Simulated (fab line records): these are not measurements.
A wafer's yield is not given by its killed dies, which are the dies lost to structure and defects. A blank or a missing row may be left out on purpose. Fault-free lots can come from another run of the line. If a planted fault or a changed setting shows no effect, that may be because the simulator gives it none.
fab line records | flow sky130
record lots=11 | wafers=30 | last_day=50
route steps=708 shown GATE_OXIDE@189 POLY_GATE@227 LDD_N@249 LDD_P@265 PASSIVATION@684 PAD_OPEN@708
lots with no fault: from the same line, run without faults
start_h: start of the lot's first displayed wafer, in hours after the record's first day | wait_h: hours from the lot's prior step to this one | " the same as in the row above | L1.1+2: a row that stands for several wafers | - no value, or no start was given | * or withheld: withheld | < > ~ a bound
route shown NAME@n: names a module that has steps shown in the file, with the first one's number in the route | usual: mean/standard deviation taken from wafers without a fault | same: alike in all rows | chamber/n: place in a boat | sites: readings site by site | _std_site: the values' standard deviation | _edge_site: inner sites' mean taken away from outer sites' mean | radius_mm: how far each site lies from the wafer's centre | mask NAME#n: copy n | behind: the most recent tool/chamber to have shaped the wafer | hold: cause of the lot's hold/its duration in hours/its outcome | device: names the non-switching transistor (n, p or np) | end of line: at the end of the route, the tests of the same wafers | a step given without rows: its recipe and nothing more | killed: at the first sort, the dies lost to defects and structure; wafer yield is something else | map: shows each die of a wafer: x if killed, . if not, _ if none is there
set.NAME: the setting as run; set.NAME@STEP: as run at that earlier step | model.NAME: the simulator's own value behind a step, which no gauge read
steps of the route over a sample of lots; a table a step, a row a wafer
services: the hour from which a tool's chamber was out of use, counted from the record's first day as start_h (under 0 if before that day), plus the number of hours and why
## steps
# step SKY_GATE_OXIDE_THK_MEAS_02
# recipe reads=SiO2_of_GATE_OXIDE_OXIDATION_01
# usual GATE_OXIDE_OXIDATION_00_THK=10.27/0.18
lot.wafer | tool          | chamber | start_h | wait_h | GATE_OXIDE_OXIDATION_00_THK[nm]
L591.1    | film_metro-01 | -       | 300.77  | 0.0    | 10.01
L591.3    | "             | -       | "       | "      | 10.32
L591.5    | "             | -       | "       | "      | 10.11
L592.1    | film_metro-04 | -       | 309.05  | 0.0    | 10.52
L592.5    | "             | -       | "       | "      | 10.55
L592.6    | "             | -       | "       | "      | 10.37
L594.2    | film_metro-01 | -       | 320.83  | 0.0    | 10.03
L594.3    | "             | -       | "       | "      | 10.02
L594.5    | "             | -       | "       | "      | 9.88
L598.1    | film_metro-01 | -       | 359.76  | 0.0    | 10.25
L598.5    | "             | -       | "       | "      | 10.32
L599.1    | film_metro-03 | -       | 365.20  | 0.0    | 10.25
L599.5    | "             | -       | "       | "      | 10.19
L601.1    | film_metro-04 | -       | 384.55  | 0.0    | 10.33
L601.5    | "             | -       | "       | "      | 10.21
L604.3    | film_metro-01 | -       | 399.14  | 0.0    | 10.22
L604.4    | "             | -       | "       | "      | 10.28
L604.6    | "             | -       | "       | "      | 10.18
L605.1    | film_metro-01 | -       | 405.56  | 0.0    | 10.14
L605.3    | "             | -       | "       | "      | 10.28
L605.5    | "             | -       | "       | "      | 9.94
L606.2    | film_metro-01 | -       | 415.39  | 0.0    | 10.42
L606.3    | "             | -       | "       | "      | 10.25
L606.4    | "             | -       | "       | "      | 10.39
L610.1    | film_metro-03 | -       | 449.33  | 0.0    | 10.07
L610.5    | "             | -       | "       | "      | 10.32
L610.6    | "             | -       | "       | "      | 10.25
L612.1    | film_metro-03 | -       | 464.49  | 0.0    | 10.38
L612.2    | "             | -       | "       | "      | 10.41
L612.3    | "             | -       | "       | "      | 10.30
# step SKY_POLY_GATE_CD_MEAS_13
# recipe target_cd_nm=150
# usual cd_nm=150.3/1.3
lot.wafer | tool      | chamber | start_h | wait_h | cd_nm
L591.1    | cd_sem-02 | -       | 386.50  | -      | 148.3
L591.3    | "         | -       | "       | "      | 147.9
L591.5    | "         | -       | "       | "      | 148.5
L592.1    | cd_sem-01 | -       | 400.80  | -      | 150.8
L592.5    | "         | -       | "       | "      | 149.0
L592.6    | "         | -       | "       | "      | 150.0
L594.2    | cd_sem-01 | -       | 410.42  | -      | 149.7
L594.3    | "         | -       | "       | "      | 148.4
L594.5    | "         | -       | "       | "      | 148.5
L598.1    | cd_sem-02 | -       | 453.16  | -      | 148.7
L598.5    | "         | -       | "       | "      | 149.2
L599.1    | cd_sem-01 | -       | 461.64  | -      | 150.0
L599.5    | "         | -       | "       | "      | 149.0
L601.1    | cd_sem-02 | -       | 480.91  | -      | 151.9
L601.5    | "         | -       | "       | "      | 152.6
L604.3    | cd_sem-02 | -       | 496.54  | -      | 151.2
L604.4    | "         | -       | "       | "      | 151.7
L604.6    | "         | -       | "       | "      | 151.0
L605.1    | cd_sem-01 | -       | 501.89  | -      | 152.1
L605.3    | "         | -       | "       | "      | 152.4
L605.5    | "         | -       | "       | "      | 153.1
L606.2    | cd_sem-01 | -       | 511.83  | -      | 151.5
L606.3    | "         | -       | "       | "      | 150.1
L606.4    | "         | -       | "       | "      | 150.1
L610.1    | cd_sem-01 | -       | 546.30  | -      | 152.5
L610.5    | "         | -       | "       | "      | 150.9
L610.6    | "         | -       | "       | "      | 152.3
L612.1    | cd_sem-02 | -       | 560.95  | -      | 151.2
L612.2    | "         | -       | "       | "      | 149.9
L612.3    | "         | -       | "       | "      | 150.5
# step SKY_LDD_N_IMPLANT_12
# recipe species=BF2 | energy_kev=50 | dose_cm2=5e+12 | tilt_deg=30 | rotation_deg=0
# usual beam_on_s=10.00/0.18 | end_station_pressure_torr=5.02e-06/2.6e-07 | faraday_current_uA=28.2/0.51 | rotation_deg=-0.001/0.021
lot.wafer | tool         | chamber | start_h | wait_h | beam_on_s | end_station_pressure_torr | faraday_current_uA | rotation_deg
L591.1    | implanter-01 | 0       | 418.83  | 0.1    | 9.82      | 5.28e-06                  | 28.7               | -0.008
L591.3    | "            | 0       | "       | "      | 9.87      | 5.43e-06                  | 28.6               | -0.037
L591.5    | "            | 0       | "       | "      | 9.95      | 5.37e-06                  | 28.4               | -0.056
L592.1    | implanter-02 | 0       | 435.58  | 0.1    | 9.85      | 5.06e-06                  | 28.6               | 0.022
L592.5    | "            | 0       | "       | "      | 9.83      | 5.54e-06                  | 28.6               | -0.021
L592.6    | "            | 0       | "       | "      | 10.50     | 4.66e-06                  | 27.0               | -0.034
L594.2    | implanter-01 | 0       | 442.25  | 0.1    | 9.75      | 4.99e-06                  | 29.0               | -0.028
L594.3    | "            | 0       | "       | "      | 10.16     | 4.73e-06                  | 27.9               | 0.020
L594.5    | "            | 0       | "       | "      | 9.71      | 4.96e-06                  | 28.9               | -0.006
L598.1    | implanter-01 | 0       | 486.33  | 0.1    | 14.30     | 5.17e-06                  | 19.7               | 0.015
L598.5    | "            | 0       | "       | "      | 10.06     | 5.24e-06                  | 28.0               | -0.014
L599.1    | implanter-01 | 0       | 497.18  | 0.1    | 14.26     | 4.96e-06                  | 19.9               | -0.011
L599.5    | "            | 0       | "       | "      | 9.83      | 4.98e-06                  | 28.8               | -0.014
L601.1    | implanter-01 | 0       | 514.03  | 0.1    | 13.90     | 5.31e-06                  | 20.2               | -0.020
L601.5    | "            | 0       | "       | "      | 10.02     | 4.93e-06                  | 28.1               | 0.005
L604.3    | implanter-03 | 0       | 529.13  | 0.1    | 9.82      | 5.19e-06                  | 28.7               | 0.012
L604.4    | "            | 0       | "       | "      | 10.12     | 4.73e-06                  | 27.8               | 0.018
L604.6    | "            | 0       | "       | "      | 10.23     | 4.86e-06                  | 27.6               | 0.001
L605.1    | implanter-03 | 0       | 534.78  | 0.1    | 10.11     | 4.86e-06                  | 27.9               | -0.026
L605.3    | "            | 0       | "       | "      | 9.84      | 5.06e-06                  | 28.7               | 0.009
L605.5    | "            | 0       | "       | "      | 9.76      | 5.13e-06                  | 28.8               | -0.018
L606.2    | implanter-02 | 0       | 544.15  | 0.1    | 10.05     | 5.05e-06                  | 28.0               | 0.009
L606.3    | "            | 0       | "       | "      | 9.97      | 4.81e-06                  | 28.5               | -0.020
L606.4    | "            | 0       | "       | "      | 9.87      | 4.89e-06                  | 28.6               | 0.018
L610.1    | implanter-03 | 0       | 578.23  | 0.1    | 9.82      | 4.93e-06                  | 28.8               | -0.012
L610.5    | "            | 0       | "       | "      | 9.80      | 4.94e-06                  | 28.8               | -0.015
L610.6    | "            | 0       | "       | "      | 10.07     | 5.07e-06                  | 28.0               | -0.017
L612.1    | implanter-03 | 0       | 591.88  | 0.1    | 9.76      | 4.93e-06                  | 28.7               | 0.006
L612.2    | "            | 0       | "       | "      | 10.03     | 5.03e-06                  | 27.9               | 0.007
L612.3    | "            | 0       | "       | "      | 10.04     | 5.34e-06                  | 28.1               | -0.021
# step SKY_LDD_P_STRIP_10
# recipe chemistry=O2/N2 | power_w=1400 | pressure_mtorr=1500 | platen_temp_c=withheld | o2_flow_sccm=3000 | n2_flow_sccm=300 | overash_fraction=0.5
# usual drypump_motor_current_A=5.8/0.47 | o2_flow_sccm=2999/8.9 | oes_product_au=0.716/0.0045 | strip_time_to_endpoint_s=14.16/0.047
lot.wafer | tool            | chamber | start_h | wait_h | drypump_motor_current_A | o2_flow_sccm | oes_product_au | rf_hours_counter_h | strip_time_to_endpoint_s
L591.1    | plasma_asher-03 | 0       | 449.65  | 0.1    | 5.3                     | 3014         | 0.710          | 2                  | 14.24
L591.3    | "               | 0       | "       | "      | 5.3                     | 3002         | 0.719          | -                  | 14.20
L591.5    | "               | 0       | "       | "      | 5.3                     | 2995         | 0.721          | -                  | 14.20
L592.1    | plasma_asher-02 | 1       | 468.20  | 0.1    | 6.5                     | 3000         | 0.715          | 78                 | 14.23
L592.5    | "               | 0       | "       | "      | 6.2                     | 3005         | 0.726          | -                  | 14.20
L592.6    | "               | 1       | "       | "      | 6.5                     | 3000         | 0.717          | -                  | 14.17
L594.2    | plasma_asher-03 | 0       | 474.46  | 0.1    | 5.3                     | 2997         | 0.721          | 5                  | 14.18
L594.3    | "               | 1       | "       | "      | 5.7                     | 3001         | 0.721          | -                  | 14.12
L594.5    | "               | 0       | "       | "      | 5.3                     | 3010         | 0.711          | -                  | 14.12
L598.1    | plasma_asher-03 | 0       | 517.51  | 0.1    | 5.3                     | 2995         | 0.722          | 9                  | 14.10
L598.5    | "               | 0       | "       | "      | 5.3                     | 3005         | 0.719          | -                  | 14.12
L599.1    | plasma_asher-03 | 1       | 528.20  | 0.1    | 5.7                     | 3000         | 0.718          | 10                 | 14.14
L599.5    | "               | 1       | "       | "      | 5.7                     | 3002         | 0.726          | -                  | 14.10
L601.1    | plasma_asher-04 | 1       | 544.46  | 0.1    | 5.7                     | 2990         | 0.719          | 68                 | 14.19
L601.5    | "               | 0       | "       | "      | 5.1                     | 3006         | 0.712          | -                  | 14.15
L604.3    | plasma_asher-02 | 0       | 560.18  | 0.1    | 6.2                     | 3006         | 0.718          | -                  | 14.14
L604.4    | "               | 1       | "       | "      | 6.4                     | 3000         | 0.716          | -                  | 14.09
L604.6    | "               | 0       | "       | "      | 6.3                     | 3000         | 0.712          | -                  | 14.13
L605.1    | plasma_asher-02 | 1       | 565.70  | 0.1    | 6.5                     | 3006         | 0.718          | 89                 | 14.13
L605.3    | "               | 0       | "       | "      | 6.3                     | 3009         | 0.715          | -                  | 14.18
L605.5    | "               | 0       | "       | "      | 6.3                     | 3004         | 0.716          | -                  | 14.18
L606.2    | plasma_asher-03 | 1       | 574.90  | 0.1    | 5.7                     | 2984         | 0.718          | 15                 | 14.12
L606.3    | "               | 0       | "       | "      | 5.3                     | 3013         | 0.709          | -                  | 14.10
L606.4    | "               | 1       | "       | "      | 5.7                     | 3007         | 0.714          | -                  | 14.10
L610.1    | plasma_asher-03 | 1       | 608.95  | 0.1    | 5.7                     | 3003         | 0.719          | 18                 | 14.15
L610.5    | "               | 0       | "       | "      | 5.3                     | 3004         | 0.716          | -                  | 14.14
L610.6    | "               | 1       | "       | "      | 5.7                     | 3001         | 0.724          | -                  | 14.15
L612.1    | plasma_asher-03 | 0       | 622.10  | 0.1    | 5.3                     | 2996         | 0.713          | 20                 | 14.14
L612.2    | "               | 1       | "       | "      | 5.7                     | 3004         | 0.724          | 20                 | 14.18
L612.3    | "               | 0       | "       | "      | 5.3                     | 2989         | 0.717          | -                  | 14.14
# step SKY_PASSIVATION_THK_MEAS_03
# recipe reads=Si3N4_of_PASSIVATION_CVD_02
# usual PASSIVATION_CVD_02_THK=541/7.9
lot.wafer | tool          | chamber | start_h | wait_h | hold                     | PASSIVATION_CVD_02_THK[nm]
L591.1    | film_metro-04 | -       | 1043.06 | -      | -                        | 544
L591.3    | "             | -       | "       | "      | -                        | 535
L591.5    | "             | -       | "       | "      | -                        | 550
L592.1    | film_metro-02 | -       | 1055.87 | -      | -                        | 544
L592.5    | "             | -       | "       | "      | -                        | 558
L592.6    | "             | -       | "       | "      | -                        | 552
L594.2    | film_metro-04 | -       | 1063.07 | -      | -                        | 538
L594.3    | "             | -       | "       | "      | -                        | 524
L594.5    | "             | -       | "       | "      | -                        | 552
L598.1    | film_metro-04 | -       | 1091.53 | -      | await_dispo/0.2h/release | 540
L598.5    | "             | -       | "       | "      | await_dispo/0.2h/release | 548
L598.1    | film_metro-04 | -       | 1091.76 | 0.2    | -                        | 541
L598.5    | "             | -       | "       | "      | -                        | 548
L599.1    | film_metro-02 | -       | 1099.08 | -      | -                        | 536
L599.5    | "             | -       | "       | "      | -                        | 538
L601.1    | film_metro-02 | -       | 1112.55 | -      | await_dispo/0.2h/release | 523
L601.5    | "             | -       | "       | "      | await_dispo/0.2h/release | 534
L601.1    | film_metro-02 | -       | 1112.78 | 0.2    | -                        | 523
L601.5    | "             | -       | "       | "      | -                        | 534
L604.3    | film_metro-04 | -       | 1118.95 | -      | -                        | 540
L604.4    | "             | -       | "       | "      | -                        | 552
L604.6    | "             | -       | "       | "      | -                        | 550
L605.1    | film_metro-04 | -       | 1124.50 | -      | -                        | 534
L605.3    | "             | -       | "       | "      | -                        | 550
L605.5    | "             | -       | "       | "      | -                        | 547
L606.2    | film_metro-02 | -       | 1130.57 | -      | -                        | 529
L606.3    | "             | -       | "       | "      | -                        | 528
L606.4    | "             | -       | "       | "      | -                        | 534
L610.1    | film_metro-04 | -       | 1155.31 | -      | -                        | 534
L610.5    | "             | -       | "       | "      | -                        | 537
L610.6    | "             | -       | "       | "      | -                        | 547
L612.1    | film_metro-04 | -       | 1163.16 | -      | -                        | 539
L612.2    | "             | -       | "       | "      | -                        | 544
L612.3    | "             | -       | "       | "      | -                        | 528
# step SKY_PASSIVATION_DEHYDRATE_04
# recipe temp_c=200 | time_s=60
# usual chill_plate_temp_C=22.99/0.12
lot.wafer | tool           | chamber | start_h | wait_h | hold                     | chill_plate_temp_C
L591.1    | litho_track-03 | 0       | 1053.45 | 10.4   | -                        | 22.89
L591.3    | "              | 0       | "       | "      | -                        | 22.99
L591.5    | "              | 0       | "       | "      | -                        | 22.99
L592.1    | litho_track-02 | 0       | 1066.31 | 10.4   | -                        | 23.09
L592.5    | "              | 0       | "       | "      | -                        | 22.92
L592.6    | "              | 0       | "       | "      | -                        | 23.07
L594.2    | litho_track-02 | 0       | 1073.18 | 10.1   | -                        | 23.15
L594.3    | "              | 0       | "       | "      | -                        | 23.14
L594.5    | "              | 0       | "       | "      | -                        | 23.01
L598.1    | litho_track-03 | 0       | 1100.70 | 8.9    | await_dispo/3.3h/release | 23.17
L598.5    | "              | 0       | "       | "      | await_dispo/3.3h/release | 23.19
L599.1    | litho_track-01 | 0       | 1108.74 | 9.7    | -                        | 23.20
L599.5    | "              | 0       | "       | "      | -                        | 22.96
L601.1    | litho_track-01 | 0       | 1121.94 | 9.2    | await_dispo/5.9h/release | 22.80
L601.5    | "              | 0       | "       | "      | await_dispo/5.9h/release | 22.89
L604.3    | litho_track-03 | 0       | 1128.35 | 9.4    | -                        | 23.28
L604.4    | "              | 0       | "       | "      | -                        | 23.21
L604.6    | "              | 0       | "       | "      | -                        | 23.24
L605.1    | litho_track-01 | 0       | 1133.59 | 9.1    | -                        | 22.80
L605.3    | "              | 0       | "       | "      | -                        | 22.78
L605.5    | "              | 0       | "       | "      | -                        | 22.82
L606.2    | litho_track-03 | 0       | 1139.27 | 8.7    | -                        | 22.88
L606.3    | "              | 0       | "       | "      | -                        | 23.01
L606.4    | "              | 0       | "       | "      | -                        | 23.03
L610.1    | litho_track-01 | 0       | 1163.59 | 8.3    | -                        | 23.15
L610.5    | "              | 0       | "       | "      | -                        | 22.90
L610.6    | "              | 0       | "       | "      | -                        | 23.02
L612.1    | litho_track-01 | 0       | 1170.99 | 7.8    | -                        | 23.05
L612.2    | "              | 0       | "       | "      | -                        | 23.00
L612.3    | "              | 0       | "       | "      | -                        | 23.08
# step SKY_PAD_OPEN_PROBE_99
# usual killed_at_M0_to_M3=45/6.9 | killed_at_M4_up=3.1/1.7 | killed_at_contacts=24/5.7 | killed_at_front_end=15/4.6 | killed_at_other=0.3/0.57 | killed_dies=87/10 | killed_open=48/7.4 | killed_short=39/6.7
# same gross_dies=492 | killed_at_back_side=0
lot.wafer | tool      | chamber | start_h | wait_h | killed_at_M0_to_M3 | killed_at_M4_up | killed_at_contacts | killed_at_front_end | killed_at_other | killed_dies | killed_open | killed_short
L605.1    | prober-02 | -       | 1164.06 | 0.1    | 43                 | 2               | 36                 | 14                  | 0               | 95          | 57          | 38
L605.3    | prober-02 | -       | 1164.16 | 0.2    | 38                 | 3               | 25                 | 13                  | 2               | 81          | 45          | 36
L605.5    | prober-02 | -       | 1164.26 | 0.2    | 48                 | 2               | 24                 | 18                  | 0               | 92          | 56          | 36
L606.4    | prober-01 | -       | 1169.46 | 0.2    | 39                 | 2               | 23                 | 20                  | 0               | 84          | 43          | 41
# killed by level:class
L605.1 LI_CONTACT:geometric_particle:open=11 VIA1:geometric_particle:open=10 CONTACT:geometric_particle:open=10 VIA3:geometric_particle:open=7 VIA2:geometric_particle:open=7 FIELD_ISO:geometric_particle:short=5 METAL3:geometric_particle:short=5 LOCAL_INTERCONNECT:geometric_particle:open=5
L605.3 LI_CONTACT:geometric_particle:open=10 VIA1:geometric_particle:open=10 CONTACT:geometric_particle:open=6 VIA1:geometric_particle:short=6 VIA2:geometric_particle:open=5 FIELD_ISO:geometric_particle:open=4 LI_CONTACT:geometric_particle:short=4 LOCAL_INTERCONNECT:geometric_particle:short=4
L605.5 CONTACT:geometric_particle:open=12 VIA1:geometric_particle:open=12 VIA2:geometric_particle:open=8 LI_CONTACT:geometric_particle:open=6 METAL2:geometric_particle:short=6 FIELD_ISO:geometric_particle:short=5 VIA1:geometric_particle:short=5 FIELD_ISO:geometric_particle:open=4
L606.4 VIA3:geometric_particle:open=10 CONTACT:geometric_particle:open=8 LOCAL_INTERCONNECT:geometric_particle:short=6 METAL2:geometric_particle:short=6 VIA2:geometric_particle:open=6 FIELD_ISO:geometric_particle:open=5 POLY_GATE:geometric_particle:short=5 CONTACT:geometric_particle:short=5
## services
tool            | chamber | start_h | hours | kind
plasma_asher-03 | -       | 421.25  | 9.0   | pm
plasma_asher-02 | -       | 531.71  | 1.1   | repair
implanter-03    | -       | 557.85  | 4.3   | pm
implanter-03    | -       | 630.58  | 2.3   | repair
implanter-03    | -       | 646.27  | 3.7   | repair
implanter-03    | -       | 715.80  | 5.8   | pm
plasma_asher-02 | -       | 733.77  | 9.0   | pm
implanter-03    | -       | 735.60  | 3.5   | repair
implanter-01    | -       | 836.45  | 3.0   | repair
plasma_asher-03 | -       | 849.01  | 2.8   | pm
plasma_asher-02 | -       | 851.93  | 4.4   | repair
implanter-01    | -       | 857.87  | 6.0   | pm
plasma_asher-02 | -       | 878.65  | 6.3   | repair
plasma_asher-03 | -       | 887.08  | 0.5   | repair
implanter-03    | -       | 950.14  | 1.5   | repair
plasma_asher-03 | -       | 950.35  | 3.7   | repair
plasma_asher-02 | -       | 1001.97 | 5.1   | repair
implanter-01    | -       | 1012.57 | 1.7   | repair
implanter-01    | -       | 1060.06 | 2.1   | repair
implanter-01    | -       | 1066.96 | 1.5   | repair
plasma_asher-02 | -       | 1072.80 | 1.4   | repair
implanter-03    | -       | 1075.24 | 1.0   | repair
implanter-01    | -       | 1103.98 | 10.0  | repair
implanter-01    | -       | 1125.93 | 16.1  | repair
## key
first_sign step=SKY_LDD_N_IMPLANT_12 | reading=beam_on_s | direction=up | sigmas=23 | usual=10.00 | struck=14.15
effect step=SKY_LDD_N_IMPLANT_12 | reading=faraday_current_uA | direction=down | sigmas=16 | usual=28.2 | struck=19.9
met_at SKY_LDD_N_IMPLANT_12
struck_lots L598,L599,L601
struck_wafers L598.1,L599.1,L601.1
tester_left_out L598,L599,L601
not_acting_at SKY_GATE_OXIDE_THK_MEAS_02,SKY_POLY_GATE_CD_MEAS_13,SKY_LDD_P_STRIP_10
onset_between 442.25 486.33
fault kind=process_parameter_drift | tool=implanter-01 | chamber=- | onset_h=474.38 | steps=SKY_LDD_N_IMPLANT_12 | channel=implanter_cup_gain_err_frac | offset=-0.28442 | shape=step | end_h=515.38 | scope=struck_wafers_only
# tester_left_out: of these lots the tester's yield and bins aren't shown, on N5 and GAA mostly nor the transistor test; their killed dies are dies lost to structure and defects alone, not to doping, threshold or leakage, so they don't give the yield
